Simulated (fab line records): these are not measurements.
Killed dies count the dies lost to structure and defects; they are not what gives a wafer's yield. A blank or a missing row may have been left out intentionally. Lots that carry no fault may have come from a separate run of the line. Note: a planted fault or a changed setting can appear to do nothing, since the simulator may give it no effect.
Which tool was responsible? :: flow sky130 :: 32 wafers from 11 lots sampled at 4 of the route's 708 steps

## WHAT THE GAUGES SHOWED, per wafer
SKY_VIA1_THK_MEAS_01.
lot: L141
measured: day 32 11:06
on: film-metro-02
VIA1_HDPCVD_THK (nm): 1019 1029 1041

lot: L142
measured: day 32 23:29
on: film-metro-04
VIA1_HDPCVD_THK (nm): 1009 1019 1024

lot: L144
measured: day 34 14:13
on: film-metro-02
VIA1_HDPCVD_THK (nm): 1017 1025 1006

lot: L143
measured: day 34 16:52
on: film-metro-03
VIA1_HDPCVD_THK (nm): 1025 1024 1025

lot: L146
measured: day 34 17:33
on: film-metro-04
VIA1_HDPCVD_THK (nm): 1041 1049 1036

lot: L148
measured: day 35 03:28
on: film-metro-03
VIA1_HDPCVD_THK (nm): 1014 1041 1030

lot: L149
measured: day 35 04:36
on: film-metro-02
VIA1_HDPCVD_THK (nm): 1034 1048 1029

lot: L151
measured: day 36 02:02
on: film-metro-02
VIA1_HDPCVD_THK (nm): 1013 1029 1023

lot: L152
measured: day 36 14:44
on: film-metro-03
VIA1_HDPCVD_THK (nm): 1010 1017 1014

lot: L153
measured: day 37 03:07
on: film-metro-03
VIA1_HDPCVD_THK (nm): 726 1042 730

lot: L155
measured: day 37 08:20
on: film-metro-02
VIA1_HDPCVD_THK (nm): 737 737

## TOOL THAT RAN EACH LOT (tool first, then ch and the chambers of the sampled wafers, then the start)
lot: L141
SKY_LOCAL_INTERCONNECT_ETCH_13: rie-metal-03 ch 0,1, day 29 23:04
SKY_METAL1_SPUTTER_01: pvd-sputter-02, day 31 06:19
SKY_VIA1_HDPCVD_00: hdpcvd-01 ch 0,1,2, day 32 10:59

lot: L142
SKY_LOCAL_INTERCONNECT_ETCH_13: rie-metal-03 ch 0,1, day 30 12:59
SKY_METAL1_SPUTTER_01: pvd-sputter-04, day 31 19:55
SKY_VIA1_HDPCVD_00: hdpcvd-02 ch 0,1,2, day 32 23:22

lot: L144
SKY_LOCAL_INTERCONNECT_ETCH_13: rie-metal-02 ch 1, day 32 06:10
SKY_METAL1_SPUTTER_01: pvd-sputter-04, day 33 11:02
SKY_VIA1_HDPCVD_00: hdpcvd-01 ch 0,2, day 34 14:06

lot: L143
SKY_LOCAL_INTERCONNECT_ETCH_13: rie-metal-02 ch 1, day 32 07:08
SKY_METAL1_SPUTTER_01: pvd-sputter-02, day 33 13:00
SKY_VIA1_HDPCVD_00: hdpcvd-02 ch 0,1,2, day 34 16:44

lot: L146
SKY_LOCAL_INTERCONNECT_ETCH_13: rie-metal-01 ch 0,1, day 32 07:14
SKY_METAL1_SPUTTER_01: pvd-sputter-01, day 33 13:05
SKY_VIA1_HDPCVD_00: hdpcvd-01 ch 1,2, day 34 17:26

lot: L148
SKY_LOCAL_INTERCONNECT_ETCH_13: rie-metal-02 ch 1, day 32 18:07
SKY_METAL1_SPUTTER_01: pvd-sputter-02, day 34 00:06
SKY_VIA1_HDPCVD_00: hdpcvd-02 ch 0,1, day 35 03:22

lot: L149
SKY_LOCAL_INTERCONNECT_ETCH_13: rie-metal-01 ch 0,1, day 32 19:27
SKY_METAL1_SPUTTER_01: pvd-sputter-02, day 34 00:59
SKY_VIA1_HDPCVD_00: hdpcvd-02 ch 0,1,2, day 35 04:29

lot: L151
SKY_LOCAL_INTERCONNECT_ETCH_13: rie-metal-01 ch 0,1, day 33 17:22
SKY_METAL1_SPUTTER_01: pvd-sputter-04, day 34 22:42
SKY_VIA1_HDPCVD_00: hdpcvd-01 ch 1,2, day 36 01:55

lot: L152
SKY_LOCAL_INTERCONNECT_ETCH_13: rie-metal-01 ch 0,1, day 34 06:04
SKY_METAL1_SPUTTER_01: pvd-sputter-02, day 35 11:25
SKY_VIA1_HDPCVD_00: hdpcvd-01 ch 1,2, day 36 14:37

lot: L153
SKY_LOCAL_INTERCONNECT_ETCH_13: rie-metal-03 ch 0,1, day 34 19:13
SKY_METAL1_SPUTTER_01: pvd-sputter-02, day 35 23:47
SKY_VIA1_HDPCVD_00: hdpcvd-01 ch 0,1,2, day 37 03:01

lot: L155
SKY_LOCAL_INTERCONNECT_ETCH_13: rie-metal-02 ch 0, day 34 23:26
SKY_METAL1_SPUTTER_01: pvd-sputter-04, day 36 05:22
SKY_VIA1_HDPCVD_00: hdpcvd-01 ch 0,2, day 37 08:15
- SKY_LOCAL_INTERCONNECT_ETCH_13: etches BARC in N2/H2, stops on SiO2, time 45.9 s, target depth 60 nm.
- SKY_METAL1_SPUTTER_01: material TiN, target thk 20 nm, time 16.7 s.
- SKY_VIA1_HDPCVD_00: deposits SiO2, target thk 1030 nm, time 171.7 s.

## WHAT THE TOOLS THEMSELVES READ (means of the sampled wafers that have a number; where no wafer has one, the mark that the record gives instead)
SKY_LOCAL_INTERCONNECT_ETCH_13.
lot: L141
tool: rie-metal-03
drypump-motor-current-A (A): 6.15
oes-product-au (a.u.): 0.854
throttle-valve-pct (%): 13.227

lot: L142
tool: rie-metal-03
drypump-motor-current-A (A): 6.15
oes-product-au (a.u.): 0.851
throttle-valve-pct (%): 13.228

lot: L144
tool: rie-metal-02
drypump-motor-current-A (A): 6.24
oes-product-au (a.u.): 0.854
throttle-valve-pct (%): 13.228

lot: L143
tool: rie-metal-02
drypump-motor-current-A (A): 6.24
oes-product-au (a.u.): 0.854
throttle-valve-pct (%): 13.218

lot: L146
tool: rie-metal-01
drypump-motor-current-A (A): 6.36
oes-product-au (a.u.): 0.856
throttle-valve-pct (%): 13.228

lot: L148
tool: rie-metal-02
drypump-motor-current-A (A): 6.24
oes-product-au (a.u.): 0.855
throttle-valve-pct (%): 13.229

lot: L149
tool: rie-metal-01
drypump-motor-current-A (A): 6.35
oes-product-au (a.u.): 0.851
throttle-valve-pct (%): 13.229

lot: L151
tool: rie-metal-01
drypump-motor-current-A (A): 6.36
oes-product-au (a.u.): 0.853
throttle-valve-pct (%): 13.226

lot: L152
tool: rie-metal-01
drypump-motor-current-A (A): 6.29
oes-product-au (a.u.): 0.849
throttle-valve-pct (%): 13.227

lot: L153
tool: rie-metal-03
drypump-motor-current-A (A): 6.15
oes-product-au (a.u.): 0.856
throttle-valve-pct (%): 13.226

lot: L155
tool: rie-metal-02
drypump-motor-current-A (A): 5.74
oes-product-au (a.u.): 0.854
throttle-valve-pct (%): 13.247

SKY_METAL1_SPUTTER_01.
lot: L141
tool: pvd-sputter-02
cathode-dc-power-W (W): 6499.4
throttle-valve-pct (%): 30.1

lot: L142
tool: pvd-sputter-04
cathode-dc-power-W (W): 6499.8
throttle-valve-pct (%): 31.7

lot: L144
tool: pvd-sputter-04
cathode-dc-power-W (W): 6499.2
throttle-valve-pct (%): 30.7

lot: L143
tool: pvd-sputter-02
cathode-dc-power-W (W): 6499.9
throttle-valve-pct (%): 29.9

lot: L146
tool: pvd-sputter-01
cathode-dc-power-W (W): 6500.1
throttle-valve-pct (%): 30.2

lot: L148
tool: pvd-sputter-02
cathode-dc-power-W (W): 6500.6
throttle-valve-pct (%): 29.0

lot: L149
tool: pvd-sputter-02
cathode-dc-power-W (W): 6500.2
throttle-valve-pct (%): 30.6

lot: L151
tool: pvd-sputter-04
cathode-dc-power-W (W): 6498.9
throttle-valve-pct (%): 30.7

lot: L152
tool: pvd-sputter-02
cathode-dc-power-W (W): 6499.9
throttle-valve-pct (%): 29.3

lot: L153
tool: pvd-sputter-02
cathode-dc-power-W (W): 6499.2
throttle-valve-pct (%): 29.5

lot: L155
tool: pvd-sputter-04
cathode-dc-power-W (W): 6500.7
throttle-valve-pct (%): 29.5

SKY_VIA1_HDPCVD_00.
lot: L141
tool: hdpcvd-01
run-length-s (s): 199.4

lot: L142
tool: hdpcvd-02
run-length-s (s): 199.4

lot: L144
tool: hdpcvd-01
run-length-s (s): 200.0

lot: L143
tool: hdpcvd-02
run-length-s (s): 199.5

lot: L146
tool: hdpcvd-01
run-length-s (s): 199.0

lot: L148
tool: hdpcvd-02
run-length-s (s): 199.9

lot: L149
tool: hdpcvd-02
run-length-s (s): 199.3

lot: L151
tool: hdpcvd-01
run-length-s (s): 199.1

lot: L152
tool: hdpcvd-01
run-length-s (s): 199.5

lot: L153
tool: hdpcvd-01
run-length-s (s): 165.5

lot: L155
tool: hdpcvd-01
run-length-s (s): 148.8

## THE ANSWER, worked out from the rows above alone
Rule: usual is defined by the lots themselves. The widest of any qualifying gaps counts: lots, ordered by their means at a reading, are off when they make up no more than a third of the lots, leave a main group of 4 or more, and stand apart from it by 3 or more times the standard deviation of that group's means. A main group is skipped when, at the precision printed for the reading in the tables above, its means are all equal. A lot without any number at a reading at which 4 lots or more have one is off too. The other lots that the step has rows for count as sound. First the gauges in route order, then the tools' own readings, where a lot's mean is used as printed above. The first step at which some lot is off is used, and at that step the reading that is off furthest; a lot without a number counts as furthest.
Off: at SKY_VIA1_THK_MEAS_01 (VIA1_HDPCVD_THK), L153, L155. Mean 1026 nm and standard deviation 9.1 in the main group.
If a tool, at a process step before that reading, ran all the lots that are off and no sound lot after the first of them, it fits. Not tried: the gauges at SKY_VIA1_THK_MEAS_01; whatever is off there is also off at SKY_VIA1_HDPCVD_00, on other tools, and gauge error can't account for it. One candidate fits, namely hdpcvd-01 at SKY_VIA1_HDPCVD_00. A fault onset in the window from L152 (day 36 14:37, its last sound lot) to L153 (day 37 03:01, its first lot off) fits.
On the lots that are off, the tool's own readings at SKY_VIA1_HDPCVD_00 differ by more than 5 times the standard deviation of the sound lots' means, which bears it out; run-length-s reads 157.2 s there versus 199.5 s on the sound lots.

## WHAT THE SIMULATOR HAD INSERTED
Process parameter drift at SKY_VIA1_HDPCVD_00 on hdpcvd-01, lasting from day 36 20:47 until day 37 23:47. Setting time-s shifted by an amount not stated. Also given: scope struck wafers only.
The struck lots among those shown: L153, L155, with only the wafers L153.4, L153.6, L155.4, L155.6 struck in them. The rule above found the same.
